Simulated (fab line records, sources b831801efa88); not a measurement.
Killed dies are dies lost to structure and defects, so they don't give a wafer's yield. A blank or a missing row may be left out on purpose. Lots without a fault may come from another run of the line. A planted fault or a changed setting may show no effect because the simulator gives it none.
One fault seen from 2 desks | flow gf180mcu | each desk has only its own numbers; what lay behind them comes last

THE METROLOGY DESK
What the gauges read, lot by lot, whatever tool the lot ran on: means of the sampled wafers that have a number. A lot is out of limits, marked OUT, if its mean lies more than 4 standard deviations from the usual mean; the brackets give that distance.
Columns: A = V1_CVD_02_THK at GF_V1_THK_MEAS_03, usual 851 nm
lot  | first seen here | A
L602 | day 17 05:19    | 862
L603 | day 17 07:00    | 854
L604 | day 17 21:57    | 851
L606 | day 18 22:32    | 850
L607 | day 19 06:34    | 850
L608 | day 19 13:25    | 853
L610 | day 20 05:34    | 847
L612 | day 20 22:26    | 858
L614 | day 21 19:18    | 854
L617 | day 22 18:34    | 823
L618 | day 22 23:49    | 851
L622 | day 24 05:06    | 845
L625 | day 25 02:31    | 837
This desk's finding: nothing out of limits on any of the 13 lots.

THE TOOL OWNER'S DESK: pecvd-04
The tool's own readings at GF_V1_CVD_02 (deposits SiO2 from TEOS, target thk 850 nm, time 94.851 s): means of the sampled wafers that have a number, for each lot that ran on this tool. A lot is out of limits, marked OUT, if its mean lies more than 4 standard deviations from the usual mean; the brackets give that distance.
Columns: A = heater_power_w at GF_V1_CVD_02, usual 658 W; B = rf_fwd_power_W at GF_V1_CVD_02, usual 596.7 W
lot  | first seen here | A   | B
L603 | day 17 06:56    | 617 | 599.7
L606 | day 18 22:28    | 656 | 596.7
L608 | day 19 13:20    | 718 | 598.1
L614 | day 21 19:14    | 694 | 597.1
L617 | day 22 18:29    | 699 | 563.3 (-16) OUT
This desk's finding: out of limits on L617; first on L617, day 22 18:29 (rf_fwd_power_W at GF_V1_CVD_02). In limits: L603, L606, L608, L614.

PUT TOGETHER
The tool owner's desk could have raised an alarm at day 22 18:29, on L617.
The metrology desk saw nothing out of limits.
The metrology desk has L617 on record, within its limits.
Of the lots named, all ran GF_V1_CVD_02 on pecvd-04.

WHAT THE SIMULATOR HAD PUT IN
Process parameter drift: pecvd-04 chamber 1, from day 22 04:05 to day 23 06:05, at GF_V1_CVD_02. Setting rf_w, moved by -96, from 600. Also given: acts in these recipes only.
Lots struck among those shown: L617.
Hours from the fault's start to each desk's first reading out of limits: the tool owner's desk, 14.
